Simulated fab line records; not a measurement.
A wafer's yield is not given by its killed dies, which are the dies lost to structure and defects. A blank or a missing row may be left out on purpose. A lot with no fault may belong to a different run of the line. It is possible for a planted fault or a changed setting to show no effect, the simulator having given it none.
A single fault, viewed from 2 desks + flow sfq_line + every desk sees just its own numbers, and what lay behind them comes last

== METROLOGY DESK ==
What the gauges read, lot by lot, whatever tool the lot ran on: means of the sampled wafers that have a number. If a lot's mean is further than 4 standard deviations from the usual mean, the lot is out of limits and carries the mark OUT (the distance appears in the brackets).
Columns: A = M0_NB_RS at SFQ_M0_RS_MEAS_904, usual 0.884 ohm/sq
| lot  | first seen here | A               |
|------|-----------------|-----------------|
| L942 | day 5 21:29     | 0.870           |
| L943 | day 6 06:19     | 0.896           |
| L944 | day 6 07:31     | 0.888           |
| L945 | day 6 11:08     | 0.879           |
| L946 | day 6 19:29     | 0.875           |
| L947 | day 7 00:23     | 0.893           |
| L949 | day 7 11:50     | 0.880           |
| L951 | day 8 01:51     | 0.888           |
| L952 | day 8 05:11     | 0.884           |
| L953 | day 8 11:18     | 0.878           |
| L954 | day 8 18:19     | 0.879           |
| L955 | day 8 20:41     | 0.873           |
| L958 | day 9 19:29     | 0.709 (-15) OUT |
| L961 | day 10 12:06    | 0.711 (-14) OUT |
| L964 | day 11 01:20    | 0.704 (-15) OUT |
Finding of this desk: L958, L961, L964 out of limits, first seen on L958 at day 9 19:29 (M0_NB_RS at SFQ_M0_RS_MEAS_904). Within limits: L942, L943, L944, L945, L946, L947, L949, L951, L952, L953, L954, L955.

== DESK OF THE TOOL OWNER: pvd_sputter-05 ==
The tool's own readings at SFQ_TRILAYER_M0_DEP_SPUTTER_019 (material Nb, target thk 200 nm, time 133.3 s): means of the sampled wafers that have a number, for each lot that ran on this tool. If a lot's mean is further than 4 standard deviations from the usual mean, the lot is out of limits and carries the mark OUT (the distance appears in the brackets).
Columns: A = throttle_valve_pct at SFQ_TRILAYER_M0_DEP_SPUTTER_019, usual 29.7 %
| lot  | first seen here | A    |
|------|-----------------|------|
| L942 | day 5 21:23     | 29.8 |
| L944 | day 6 07:25     | 29.7 |
| L945 | day 6 11:00     | 29.5 |
| L946 | day 6 19:24     | 29.8 |
| L951 | day 8 01:43     | 30.2 |
| L954 | day 8 18:12     | 29.7 |
| L955 | day 8 20:36     | 29.9 |
| L958 | day 9 19:24     | 29.8 |
| L961 | day 10 12:00    | 29.8 |
| L964 | day 11 01:12    | 29.8 |
This desk found nothing out of limits on any of the 10 lots.

== PUT TOGETHER ==
An alarm was possible from the metrology desk at day 9 19:29, on L958, L961, L964.
The tool owner's desk saw nothing out of limits.
Tool owner's desk: L958, L961, L964 on record, inside its limits.
SFQ_TRILAYER_M0_DEP_SPUTTER_019 was run on pvd_sputter-05 by each of the lots named.

== WHAT WAS PUT IN BY THE SIMULATOR ==
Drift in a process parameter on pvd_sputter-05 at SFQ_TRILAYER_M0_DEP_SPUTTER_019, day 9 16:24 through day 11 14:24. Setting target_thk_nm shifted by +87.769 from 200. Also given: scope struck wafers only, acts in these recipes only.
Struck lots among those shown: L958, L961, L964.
Delay in hours, fault start to first out-of-limits reading, per desk: metrology desk 3.
